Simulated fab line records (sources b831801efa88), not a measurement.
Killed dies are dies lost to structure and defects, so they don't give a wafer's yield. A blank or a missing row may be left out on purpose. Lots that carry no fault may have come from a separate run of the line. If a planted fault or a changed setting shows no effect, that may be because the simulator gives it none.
A struck lot beside a sound one || flow sky130 || 15 out of 708 route steps
Sound: these wafers, L662.2, L662.4, L662.6. Struck: wafer L665.4. (L665.5, L665.6 of the same lot were not struck and are left out.) The cause comes at the end.
For every step that has rows: the tool of each side, followed by ch and its chambers, followed by its first start. Under that, the readings that differ: sound wafers || struck wafers || difference of the means || sigmas: that difference in standard deviations of wafers without a fault.
alike: same words and numbers on both sides, and readings whose means sit less than 2 such deviations apart. not compared: any withheld reading, any reading some wafer has no value for, any bound like >300 that may hide the same value, and any number with overlapping values for which the record gives no deviation.
Wherever a step has rows on one side only, a row that says differs or no value, or a row with sigmas, the two part there. Numbers that don't overlap but have no deviation are shown without sigmas and don't part them. A reading missing from all wafers of one side parts the sides only when that side holds two or more wafers.

first, 3 steps without rows for these wafers: SKY_METAL1_EXPOSE_12 (exposes mask MM1, target cd 140 nm); SKY_METAL1_PEB_13; SKY_METAL1_DEVELOP_14 (develop time 60 s).
SKY_METAL1_CD_MEAS_15 targets a cd of 140 nm.
  sound: cd sem-01 at day 34 22:14; struck: cd sem-01 at day 35 21:19
  alike: cd nm
SKY_METAL1_OVL_MEAS_16:
  sound: overlay-01 at day 34 22:20; struck: overlay-01 at day 35 21:23
  alike: METAL1_OVL
SKY_METAL1_DESCUM_17: chemistry O2, time 8 s.
  sound on rie metal-02 ch 0,1, day 34 22:22; struck on rie metal-03 ch 0, day 35 21:26
  alike: chamber pressure mTorr, drypump motor current A, oes product au
  not compared: rf hours counter h
SKY_METAL1_ETCH_18: etches BARC in N2/H2, stops on SiO2, time 45.9 s, target depth 60 nm.
  sound on rie metal-02 ch 0,1, day 34 22:24; struck on rie metal-03 ch 0, day 35 21:32
  alike: chamber pressure mTorr, drypump motor current A, oes product au, throttle valve pct
  not compared: rf hours counter h
SKY_METAL1_METAL_ETCH_19: etches the open film in Cl2/BCl3, stops on SiO2, target depth 360 nm, time 78 s.
  sound on rie metal-02 ch 0,1, day 34 22:28; struck on rie metal-03 ch 0, day 35 21:41
{"reading": "throttle valve pct (%)", "sound": "22.281 22.261 22.255", "struck": 22.290, "difference": "+0.024", "sigmas": "+3"}
  alike: chamber pressure mTorr, drypump motor current A, oes product au
  not compared: rf hours counter h
SKY_METAL1_STRIP_20: strips in O2/N2.
  sound on plasma asher-04 ch 0,1, day 34 22:34; struck on plasma asher-04 ch 0, day 35 21:49
  alike: chamber pressure mTorr, drypump motor current A, oes product au, strip time to endpoint s
  not compared: rf hours counter h
then, 3 steps without rows for these wafers: SKY_METAL1_STRIP_21 (strips in post etch residue remover, time 1200 s); SKY_METAL1_CLEAN_22 (cleans in IPA, time 180 s); SKY_METAL1_CLEAN_23 (cleans in O3/DIW).
SKY_VIA1_HDPCVD_00: deposits SiO2, target thk 1030 nm, time 171.7 s.
  sound on hdpcvd-02 ch 0,1,2, day 34 23:11; struck on hdpcvd-02 ch 0, day 35 22:25
{"reading": "model.SiO2_of_VIA1_HDPCVD_00.thk nm (nm)", "sound": "1025 1042 1035", "struck": 813.3, "difference": -220.7, "sigmas": ""}
SKY_VIA1_THK_MEAS_01:
  sound: film metro-01 at day 34 23:19; struck: film metro-04 at day 35 22:31
{"reading": "VIA1_HDPCVD_THK (nm)", "sound": "1024 1042 1035", "struck": 813, "difference": -221, "sigmas": -23}
SKY_VIA1_CMP_02: polishes SiO2.
  sound on cmp-01 ch 0,1,3, day 34 23:22; struck on cmp-01 ch 1, day 35 22:38
{"reading": "retaining ring pressure frac", "sound": "0.994 0.997 0.992", "struck": 1.006, "difference": "+0.012", "sigmas": "+2"}
  alike: head pressure psi, motor current A

## WHERE THEY PART
Earliest at SKY_METAL1_METAL_ETCH_19; latest, in this record, at SKY_VIA1_CMP_02.

WHY: the cause the simulator had injected
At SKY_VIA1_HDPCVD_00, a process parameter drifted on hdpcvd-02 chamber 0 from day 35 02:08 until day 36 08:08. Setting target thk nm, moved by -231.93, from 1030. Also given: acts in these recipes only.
